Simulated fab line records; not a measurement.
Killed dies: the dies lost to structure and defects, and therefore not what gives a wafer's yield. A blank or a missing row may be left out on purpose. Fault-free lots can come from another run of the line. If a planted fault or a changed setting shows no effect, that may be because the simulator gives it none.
fab line records    flow sfq_line
[record] lots = 6  wafers = 18  last_day = 83
route steps=325 shown M0@42 I0@43
lots with no fault: from the same line, run without faults
start_h: the number of hours between the record's first day and the start of the first shown wafer of the lot    wait_h: hours elapsed since this lot's preceding step    " unchanged from the row above    L1.1+2: one row covering several wafers at once    - value missing, or start not given    * or withheld: withheld    < > ~ a bound
route shown NAME@n: names a module that has steps shown in the file, with the first one's number in the route    usual: mean/standard deviation taken from wafers without a fault    same: alike in all rows    chamber/n: place in a boat    sites: the reading at each site    _std_site: their standard deviation    _edge_site: outer sites' mean less inner sites'    radius_mm: how far each site lies from the wafer's centre    mask NAME#n: copy n    behind: the tool/chamber that last shaped the wafer    hold: cause of the lot's hold/its duration in hours/its outcome    device: whichever transistor did not switch (one of n, p or np)    end of line: tests run on the same wafers once the route is complete    a step without rows: its recipe alone    killed: not the wafer's yield, but the dies lost to structure and defects at the first sort    map: a wafer's dies, x killed, . not, _ none there
set.NAME: setting as actually run; set.NAME@STEP: the setting as run at that earlier step    model.NAME: the simulator's own value behind a step, which no gauge read
lots seen at some steps along the route; tables by step, rows by wafer
services: a tool's chamber out of use, with start hour (start_h, from the record's first day; less than 0 if before it), hours out, and reason
[[steps]]
[step SFQ_TRILAYER_M0_STRIP_SOLV_CLEAN_026]
[recipe] chemistry = NMP  temp_c = 70  time_s = 600
[step SFQ_TRILAYER_I0_DEP_PECVD_027]
[recipe] material = SiO2  temp_c = 150  time_s = 111.11  pressure_torr = 2.4  rf_w = 183.3  precursor = SiH4/N2O  target_thk_nm = 500
[usual] heater_power_outer_w = 31/11  heater_power_w = 85/18  throttle_valve_pct = 24.4/0.79
lot.wafer  tool      chamber  start_h  wait_h  heater_power_outer_w  heater_power_w  throttle_valve_pct
L428.2     pecvd-04  1        240.70   0.0     53                    127             23.9
L428.3     "         2        "        "       40                    94              23.4
L428.5     "         2        "        "       44                    101             23.3
L430.2     pecvd-02  2        253.50   0.0     19                    71              24.0
L430.5     "         1        "        "       29                    77              25.4
L430.6     "         2        "        "       22                    77              23.6
L433.1     pecvd-02  1        275.10   0.0     32                    85              25.4
L433.4     "         1        "        "       35                    85              25.7
L433.6     "         0        "        "       30                    87              25.2
L434.1     pecvd-02  2        287.10   0.0     27                    82              23.9
L434.2     "         1        "        "       30                    80              25.6
L434.5     "         1        "        "       33                    83              25.3
L447.1     pecvd-04  2        387.40   0.0     48                    107             23.8
L447.4     "         2        "        "       51                    113             23.7
L447.6     "         1        "        "       42                    111             24.1
L451.2     pecvd-04  2        429.88   0.0     43                    101             23.8
L451.5     "         2        "        "       45                    103             24.1
L451.6     "         0        "        "       10                    46              24.7
[step SFQ_TRILAYER_I0_CMP_CMP_028]
[recipe] material = SiO2  down_force_psi = 3  platen_rpm = 60  pad_velocity_m_s = 0.94248
[usual] motor_current_A = 9.9/0.89  platen_rpm = 60.00/0.041  time_to_endpoint_s = 217/8.3
lot.wafer  tool    chamber  start_h  wait_h  motor_current_A  platen_rpm  time_to_endpoint_s
L428.3     cmp-01  3        249.54   8.8     9.4              59.98       222
L428.2     "       0        "        "       10.3             60.03       210
L428.5     "       2        251.04   10.3    9.5              59.97       220
L430.2     cmp-02  1        255.50   2.0     8.7              60.01       215
L430.6     "       2        "        "       10.7             59.96       207
L430.5     "       3        "        "       9.6              60.02       223
L433.4     cmp-02  2        283.84   8.7     10.5             59.93       219
L433.1     "       3        "        "       9.8              59.94       219
L433.6     "       0        "        "       8.8              59.97       220
L434.1     cmp-02  2        298.84   11.7    10.3             59.90       206
L434.2     "       3        "        "       9.9              59.96       222
L434.5     "       1        300.34   13.2    9.1              60.00       226
L447.4     cmp-02  2        389.18   1.7     10.7             60.02       217
L447.1     "       1        390.68   3.2     8.6              60.07       211
L447.6     "       3        391.68   4.2     10.0             60.00       220
L451.2     cmp-01  1        431.46   1.5     11.5             60.00       205
L451.5     "       2        "        "       9.1              59.98       218
L451.6     "       3        "        "       10.0             59.98       228
[step SFQ_I0_BOW_MEAS_907]
[recipe] mode = bow
[usual] I0_BOW = 3/6.3
lot.wafer  tool           chamber  start_h  wait_h  I0_BOW[um]
L428.2     film_metro-03  -        251.56   1.0     4
L428.3     "              -        "        "       1
L428.5     "              -        "        "       -2
L430.2     film_metro-04  -        257.02   1.0     -4
L430.5     "              -        "        "       3
L430.6     "              -        "        "       1
L433.1     film_metro-04  -        285.84   1.0     11
L433.4     "              -        "        "       -7
L433.6     "              -        "        "       -3
L434.1     film_metro-03  -        300.84   1.5     -3
L434.2     "              -        "        "       -4
L434.5     "              -        "        "       -1
L447.1     film_metro-02  -        392.18   1.0     7
L447.4     "              -        "        "       13
L447.6     "              -        "        "       1
L451.2     film_metro-02  -        432.98   1.0     1
L451.5     "              -        "        "       -1
L451.6     "              -        "        "       5
[step SFQ_TRILAYER_I0_METRO_MEASURE_029]
[usual] thk_nm = 200.0/1.3
lot.wafer  tool           chamber  start_h  wait_h  thk_nm
L428.2     film_metro-03  -        251.86   0.3     198.0
L428.3     "              -        "        "       200.4
L428.5     "              -        "        "       199.4
L430.2     film_metro-04  -        257.32   0.3     201.0
L430.5     "              -        "        "       201.2
L430.6     "              -        "        "       200.5
L433.1     film_metro-04  -        285.96   0.1     200.7
L433.4     "              -        "        "       197.3
L433.6     "              -        "        "       199.5
L434.1     film_metro-03  -        300.96   0.1     198.9
L434.2     "              -        "        "       200.0
L434.5     "              -        "        "       201.5
L447.1     film_metro-02  -        392.30   0.1     202.1
L447.4     "              -        "        "       199.9
L447.6     "              -        "        "       200.9
L451.2     film_metro-02  -        433.28   0.3     198.8
L451.5     "              -        "        "       199.6
L451.6     "              -        "        "       200.0
[step SFQ_TRILAYER_I0_VIA_LITHO_COAT_036]
[recipe] resist = BARC  spin_rpm = 3000  resist_thk_nm = 62
[step SFQ_TRILAYER_I0_VIA_LITHO_COAT_031]
[recipe] resist = KrF  spin_rpm = 3000  resist_thk_nm = 650
[step SFQ_TRILAYER_I0_VIA_LITHO_SOFTBAKE_035]
[recipe] temp_c = withheld  time_s = withheld  resist = KrF
[step SFQ_TRILAYER_I0_VIA_LITHO_EXPOSE_032]
[recipe] mask_id = I0  na = 0.6  source_shape = conventional  sigma_outer = 0.65  target_cd_nm = 500  dose_mj = 21.3
[step SFQ_TRILAYER_I0_VIA_LITHO_PEB_034]
[recipe] peb_temp_c = 115  peb_time_s = 60  resist = KrF
[step SFQ_TRILAYER_I0_VIA_LITHO_DEVELOP_033]
[recipe] time_s = 60  resist = KrF
[step SFQ_I0_OVL_MEAS_908]
[usual] I0_OVL = -3/4.9
lot.wafer  tool        chamber  start_h  wait_h  I0_OVL[nm]
L428.2     overlay-02  -        357.08   0.1     -8
L428.3     "           -        "        "       -11
L428.5     "           -        "        "       -6
L430.2     overlay-02  -        367.88   0.1     -2
L430.5     "           -        "        "       2
L430.6     "           -        "        "       1
L433.1     overlay-01  -        412.50   0.1     -6
L433.4     "           -        "        "       -4
L433.6     "           -        "        "       -3
L434.1     overlay-02  -        430.50   0.1     0
L434.2     "           -        "        "       -5
L434.5     "           -        "        "       1
L447.1     overlay-01  -        536.28   0.1     -9
L447.4     "           -        "        "       -2
L447.6     "           -        "        "       -4
L451.2     overlay-02  -        575.88   0.1     -10
L451.5     "           -        "        "       -10
L451.6     "           -        "        "       -12
[step SFQ_TRILAYER_I0_VIA_BARC_OPEN_VIA_ETCH_046]
[recipe] mask_material = PR  chemistry = O2  target_depth_nm = 125  target = BARC  source_w = 500  bias_w = 80  pressure_mtorr = 30  time_s = 41.7
[usual] bias_w = 80.05/0.24  chamber_pressure_mTorr = 30.000/0.029  drypump_motor_current_A = 5.6/0.42  oes_product_au = 0.684/0.0047
lot.wafer  tool         chamber  start_h  wait_h  bias_w  chamber_pressure_mTorr  drypump_motor_current_A  oes_product_au  rf_hours_counter_h  model.KrF_of_TRILAYER_I0_VIA_LITHO_COAT_031.thk_nm
L428.2     rie_diel-01  3        357.11   0.0     79.71   29.973                  6.3                      0.677           121                 574.7
L428.3     "            2        "        "       79.99   30.053                  5.3                      0.679           46                  574.5
L428.5     "            3        "        "       80.14   30.003                  6.2                      0.679           -                   573.1
L430.2     rie_diel-01  1        367.91   0.0     79.98   29.968                  5.4                      0.677           64                  574.3
L430.5     "            3        "        "       79.88   30.013                  6.3                      0.694           -                   572.6
L430.6     "            0        "        "       80.11   29.995                  5.5                      0.678           -                   574.2
L433.1     rie_diel-01  3        412.54   0.0     79.92   29.934                  6.3                      0.683           0                   585.1
L433.4     "            1        "        "       80.51   29.971                  5.4                      0.689           65                  573.9
L433.6     "            3        "        "       79.64   29.977                  6.3                      0.682           -                   584.6
L434.1     rie_diel-01  1        430.54   0.0     79.88   30.008                  5.4                      0.682           65                  582.2
L434.2     "            0        "        "       79.92   30.026                  5.5                      0.688           97                  570.5
L434.5     "            3        "        "       80.16   29.995                  6.3                      0.684           -                   583.5
L447.1     rie_diel-03  3        536.31   0.0     80.63   29.976                  6.2                      0.688           81                  575.9
L447.4     "            1        "        "       80.10   30.006                  5.6                      0.683           -                   577.3
L447.6     "            0        "        "       80.60   29.978                  5.2                      0.686           -                   578.3
L451.2     rie_diel-03  0        575.91   0.0     80.34   29.992                  5.2                      0.677           10                  571.9
L451.5     "            3        "        "       79.95   30.004                  6.3                      0.685           -                   572.6
L451.6     "            0        "        "       80.06   30.022                  5.2                      0.691           -                   570.7
[step SFQ_TRILAYER_I0_VIA_ETCH_VIA_ETCH_034]
[recipe] target = SiO2  stop_on = Nb  mask_material = PR  taper_deg = 20  chemistry = CHF3  target_depth_nm = 260  source_w = 500  bias_w = 80  pressure_mtorr = 30  time_s = withheld
[usual] bias_w = 80.00/0.26  chamber_pressure_mTorr = 29.995/0.026  drypump_motor_current_A = 5.6/0.43  oes_product_au = 0.855/0.0055
lot.wafer  tool         chamber  start_h  wait_h  bias_w  chamber_pressure_mTorr  drypump_motor_current_A  oes_product_au  model.KrF_of_TRILAYER_I0_VIA_LITHO_COAT_031.thk_nm
L428.2     rie_diel-01  3        357.15   0.0     80.14   29.996                  6.3                      0.855           529
L428.3     "            2        "        "       80.21   29.996                  5.3                      0.856           529.6
L428.5     "            3        "        "       79.98   29.914                  6.3                      0.846           527.8
L430.2     rie_diel-01  1        367.95   0.0     80.04   30.045                  5.4                      0.860           530.3
L430.5     "            3        "        "       79.73   29.994                  6.3                      0.852           526.8
L430.6     "            0        "        "       79.95   30.025                  5.5                      0.851           528.7
L433.1     rie_diel-01  3        412.58   0.0     80.04   29.974                  6.3                      0.861           541.7
L433.4     "            1        "        "       79.64   30.036                  5.4                      0.851           530.8
L433.6     "            3        "        "       80.35   30.032                  6.3                      0.845           541.3
L434.1     rie_diel-01  1        430.58   0.0     80.24   30.011                  5.4                      0.849           538.5
L434.2     "            0        "        "       80.22   30.004                  5.4                      0.846           525.5
L434.5     "            3        "        "       80.18   29.965                  6.3                      0.859           539.2
L447.1     rie_diel-03  3        536.35   0.0     80.13   29.992                  6.2                      0.867           531.3
L447.4     "            1        "        "       79.60   29.985                  5.6                      0.854           532.6
L447.6     "            0        "        "       80.14   29.970                  5.1                      0.861           533.1
L451.2     rie_diel-03  0        575.95   0.0     79.94   30.004                  5.2                      0.853           526.7
L451.5     "            3        "        "       80.10   30.015                  6.2                      0.851           528.2
L451.6     "            0        "        "       79.76   30.016                  5.2                      0.852           525.5
[step SFQ_TRILAYER_I0_VIA_STRIP_STRIP_035]
[recipe] gas = O2  power_w = 200  platen_temp_c = 40  overash_fraction = 0.65  chemistry = O2  pressure_mtorr = 50
[usual] chamber_pressure_mTorr = 49.99/0.044  drypump_motor_current_A = 5.7/0.49  oes_product_au = 1.002/0.0076  platen_temp_c = 39.96/0.13
lot.wafer  tool          chamber  start_h  wait_h  chamber_pressure_mTorr  drypump_motor_current_A  oes_product_au  platen_temp_c  rf_hours_counter_h
L428.2     rie_metal-04  0        357.27   -       49.96                   6.1                      0.996           39.83          135
L428.3     "             1        "        "       50.04                   5.0                      1.005           39.97          -
L428.5     "             1        "        "       50.04                   5.0                      1.007           39.93          -
L430.2     rie_metal-01  0        368.27   -       49.94                   5.9                      1.001           40.11          -
L430.5     "             0        "        "       49.99                   5.8                      1.008           40.08          -
L430.6     "             0        "        "       50.00                   5.8                      1.001           40.07          -
L433.1     rie_metal-01  0        412.69   -       50.00                   5.9                      0.998           40.18          134
L433.4     "             1        "        "       50.03                   6.1                      0.987           40.03          -
L433.6     "             1        "        "       50.02                   6.1                      0.994           40.15          -
L434.1     rie_metal-01  1        430.69   -       50.02                   6.1                      1.001           40.12          7
L434.2     "             0        "        "       50.03                   5.9                      1.008           39.75          136
L434.5     "             1        "        "       50.03                   6.1                      1.008           39.91          -
L447.1     rie_metal-02  1        536.47   -       50.03                   6.0                      1.003           39.95          152
L447.4     "             1        "        "       49.96                   6.0                      0.993           40.00          -
L447.6     "             0        "        "       49.98                   4.8                      1.017           40.10          -
L451.2     rie_metal-01  0        576.07   -       49.95                   5.9                      1.008           39.71          0
L451.5     "             1        "        "       49.90                   6.1                      1.013           39.79          -
L451.6     "             0        "        "       49.98                   5.8                      1.000           39.78          -
[[services]]
tool          chamber  start_h  hours  kind
rie_metal-01  1        216.92   7.1    repair
rie_diel-01   0        234.82   2.0    repair
rie_metal-01  -        235.00   0.5    repair
rie_diel-03   1        240.18   5.4    repair
rie_diel-03   -        253.61   2.8    pm
rie_diel-01   1        257.30   61.2   repair
cmp-02        -        265.05   0.3    repair
rie_diel-03   -        265.67   1.1    repair
rie_diel-01   0        288.93   1.5    repair
cmp-02        -        309.84   11.2   pm
rie_diel-03   -        379.60   0.2    repair
rie_metal-01  0        390.42   6.4    repair
rie_metal-01  -        392.58   1.4    pm
cmp-02        -        409.36   4.0    pm
cmp-02        -        416.36   6.2    pm
cmp-02        -        452.19   2.1    repair
rie_diel-01   0        460.26   3.2    repair
rie_diel-03   0        478.01   7.4    repair
rie_diel-01   3        482.45   15.5   repair
rie_diel-03   3        487.07   5.4    repair
rie_diel-03   0        497.48   3.8    repair
rie_diel-01   3        527.71   24.1   repair
rie_diel-01   2        531.31   1.7    repair
rie_diel-01   0        533.58   8.6    repair
[[key]]
first_sign none at tools or gauges
[model_effect] step = SFQ_TRILAYER_I0_VIA_BARC_OPEN_VIA_ETCH_046  value = KrF_of_TRILAYER_I0_VIA_LITHO_COAT_031.thk_nm  without = 573.5  struck = 583.8
[model_effect] step = SFQ_TRILAYER_I0_VIA_ETCH_VIA_ETCH_034  value = KrF_of_TRILAYER_I0_VIA_LITHO_COAT_031.thk_nm  without = 529.8  struck = 540.2
met_at SFQ_TRILAYER_I0_VIA_BARC_OPEN_VIA_ETCH_046
struck_wafers L433.1,L433.6,L434.1,L434.5
onset_between 367.91 412.54
[fault] kind = process_parameter_drift  tool = rie_diel-01  chamber = -  onset_h = 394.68  steps = SFQ_TRILAYER_I0_VIA_BARC_OPEN_VIA_ETCH_046  channel = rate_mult  offset = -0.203  shape = step  end_h = 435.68  scope = struck_wafers_only
